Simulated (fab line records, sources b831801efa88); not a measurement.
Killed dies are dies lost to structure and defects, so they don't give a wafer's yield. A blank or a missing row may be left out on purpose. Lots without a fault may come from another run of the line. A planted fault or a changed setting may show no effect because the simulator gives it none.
Which tool did it? | flow gf180mcu | 10 lots, 30 wafers sampled, at 5 steps of a route of 602

WHAT THE GAUGES READ, wafer by wafer
GF_V5_RS_MEAS_24: measures by four-point-probe. Usual: V5_W_RS 0.330 ohm/sq, standard deviation 0.0034.
lot  | measured     | on            | V5_W_RS (ohm/sq)  | flag
L106 | day 27 19:47 | film_metro-01 | 0.330 0.328 0.329 |
L108 | day 28 12:23 | film_metro-01 | 0.330 0.327 0.331 |
L109 | day 28 21:28 | film_metro-04 | 0.496 0.488 0.328 | OFF
L110 | day 29 12:55 | film_metro-04 | 0.500 0.331 0.330 | OFF
L111 | day 29 14:40 | film_metro-02 | 0.491 0.484 0.328 | OFF
L121 | day 32 01:47 | film_metro-04 | 0.333 0.332 0.336 |
L122 | day 32 06:22 | film_metro-04 | 0.335 0.331 0.335 |
L123 | day 32 18:38 | film_metro-01 | 0.332 0.327 0.335 |
L124 | day 32 20:41 | film_metro-02 | 0.336 0.333 0.339 |
L125 | day 32 22:59 | film_metro-02 | 0.330 0.327 0.333 |

GF_V5_THK_MEAS_25: measures by xrf. Usual: V5_W_THK 342 nm, standard deviation 5.9.
lot  | measured     | on            | V5_W_THK (nm) | flag
L106 | day 27 19:53 | film_metro-01 | 348 352 348   |
L108 | day 28 12:31 | film_metro-01 | 351 357 349   |
L109 | day 28 21:34 | film_metro-04 | 228 232 342   | OFF
L110 | day 29 13:02 | film_metro-04 | 226 338 337   | OFF
L111 | day 29 14:47 | film_metro-02 | 232 235 341   | OFF
L121 | day 32 01:54 | film_metro-04 | 337 337 334   |
L122 | day 32 06:28 | film_metro-04 | 333 336 336   |
L123 | day 32 18:44 | film_metro-01 | 347 352 346   |
L124 | day 32 20:47 | film_metro-02 | 331 333 328   |
L125 | day 32 23:05 | film_metro-02 | 335 338 334   |

WHICH TOOL RAN EACH LOT (tool, then ch and the chambers of the sampled wafers, then the start)
lot  | GF_MIM_SPUTTER_04            | GF_M5_ETCH_09                      | GF_V5_CVD_23
L106 | pvd_sputter-02, day 25 03:15 | rie_diel-03 ch 1,3, day 26 21:07   | cvd_w-01 ch 0,1, day 27 19:40
L108 | pvd_sputter-04, day 25 20:37 | rie_diel-04 ch 0,1,2, day 27 15:07 | cvd_w-01 ch 0,1, day 28 12:17
L109 | pvd_sputter-04, day 26 05:57 | rie_diel-04 ch 0,1, day 27 23:58   | cvd_w-01 ch 0,1, day 28 21:20
L110 | pvd_sputter-03, day 26 22:46 | rie_diel-04 ch 0,3, day 28 15:22   | cvd_w-01 ch 0,1, day 29 12:49
L111 | pvd_sputter-04, day 26 23:04 | rie_diel-03 ch 0,2,3, day 28 16:12 | cvd_w-01 ch 0,1, day 29 14:33
L121 | pvd_sputter-02, day 29 17:14 | rie_diel-03 ch 1,2,3, day 31 06:27 | cvd_w-02 ch 0, day 32 01:33
L122 | pvd_sputter-04, day 29 21:25 | rie_diel-03 ch 0,2, day 31 10:28   | cvd_w-02 ch 0, day 32 06:10
L123 | pvd_sputter-03, day 30 11:41 | rie_diel-04 ch 1,2,3, day 31 23:55 | cvd_w-01 ch 0,1, day 32 18:30
L124 | pvd_sputter-02, day 30 13:47 | rie_diel-03 ch 0,1,2, day 32 01:43 | cvd_w-02 ch 0,1, day 32 20:33
L125 | pvd_sputter-03, day 30 16:55 | rie_diel-03 ch 0,2,3, day 32 04:00 | cvd_w-01 ch 0,1, day 32 22:51
- GF_MIM_SPUTTER_04: material TiN, target thk 50 nm, time 41.7 s.
- GF_M5_ETCH_09: etches Si3N4 in CF4/O2, target depth 52 nm, time 11.6 s.
- GF_V5_CVD_23: deposits W, target thk 350 nm, time 104.9 s.

WHAT THE TOOLS THEMSELVES READ (means of the sampled wafers that have a number; where no wafer has one, the mark that the record gives instead)
GF_MIM_SPUTTER_04. Usual: throttle_valve_pct 30.7 %, standard deviation 0.81.
lot  | tool           | throttle_valve_pct (%) | flag
L106 | pvd_sputter-02 | 30.8                   |
L108 | pvd_sputter-04 | 31.9                   |
L109 | pvd_sputter-04 | 31.0                   |
L110 | pvd_sputter-03 | 31.3                   |
L111 | pvd_sputter-04 | 30.7                   |
L121 | pvd_sputter-02 | 30.2                   |
L122 | pvd_sputter-04 | 30.7                   |
L123 | pvd_sputter-03 | 30.7                   |
L124 | pvd_sputter-02 | 30.2                   |
L125 | pvd_sputter-03 | 30.8                   |

GF_M5_ETCH_09. Usual: drypump_motor_current_A 5.6 A, standard deviation 0.6; oes_product_au 1.001 a.u., standard deviation 0.017; throttle_valve_pct 5.971 %, standard deviation 0.0087.
lot  | tool        | drypump_motor_current_A (A) | oes_product_au (a.u.) | throttle_valve_pct (%) | flag
L106 | rie_diel-03 | 5.7                         | 1.012                 | 5.974                  |
L108 | rie_diel-04 | 5.9                         | 1.012                 | 5.965                  |
L109 | rie_diel-04 | 6.3                         | 1.009                 | 5.974                  |
L110 | rie_diel-04 | 6.4                         | 1.001                 | 5.974                  |
L111 | rie_diel-03 | 5.5                         | 0.988                 | 5.966                  |
L121 | rie_diel-03 | 5.8                         | 1.000                 | 5.969                  |
L122 | rie_diel-03 | 5.5                         | 0.982                 | 5.968                  |
L123 | rie_diel-04 | 5.6                         | 1.008                 | 5.972                  |
L124 | rie_diel-03 | 5.8                         | 0.993                 | 5.959                  |
L125 | rie_diel-03 | 5.5                         | 0.992                 | 5.975                  |

GF_V5_CVD_23. Usual: heater_power_outer_w 629 W, standard deviation 79; heater_power_w 931 W, standard deviation 63.
lot  | tool     | heater_power_outer_w (W) | heater_power_w (W) | flag
L106 | cvd_w-01 | 600                      | 906                |
L108 | cvd_w-01 | 591                      | 899                |
L109 | cvd_w-01 | 640                      | 953                |
L110 | cvd_w-01 | 597                      | 902                |
L111 | cvd_w-01 | 600                      | 895                |
L121 | cvd_w-02 | 711                      | 986                |
L122 | cvd_w-02 | 707                      | 959                |
L123 | cvd_w-01 | 611                      | 900                |
L124 | cvd_w-02 | 596                      | 917                |
L125 | cvd_w-01 | 594                      | 895                |

THE ANSWER, worked out from the rows above alone
Rule: a lot is off if the mean of its wafers that have a number lies more than 3 standard deviations from the usual mean. A lot without any number at a reading at which 4 lots or more have one is off too. The other lots that the step has rows for count as sound. The gauges are gone through in route order, then the tools' own readings, and for those a lot's mean is taken as printed above. The first step at which some lot is off is used, and at that step the reading that is off furthest; a lot without a number counts as furthest.
Off: L109, L110, L111, at GF_V5_RS_MEAS_24 (V5_W_RS).
A tool fits if, at a process step before that reading, it ran every lot that is off, and no sound lot after the first of them. The gauges at GF_V5_RS_MEAS_24 are tried like those tools. None of those tried fits.

WHAT THE SIMULATOR HAD PUT IN
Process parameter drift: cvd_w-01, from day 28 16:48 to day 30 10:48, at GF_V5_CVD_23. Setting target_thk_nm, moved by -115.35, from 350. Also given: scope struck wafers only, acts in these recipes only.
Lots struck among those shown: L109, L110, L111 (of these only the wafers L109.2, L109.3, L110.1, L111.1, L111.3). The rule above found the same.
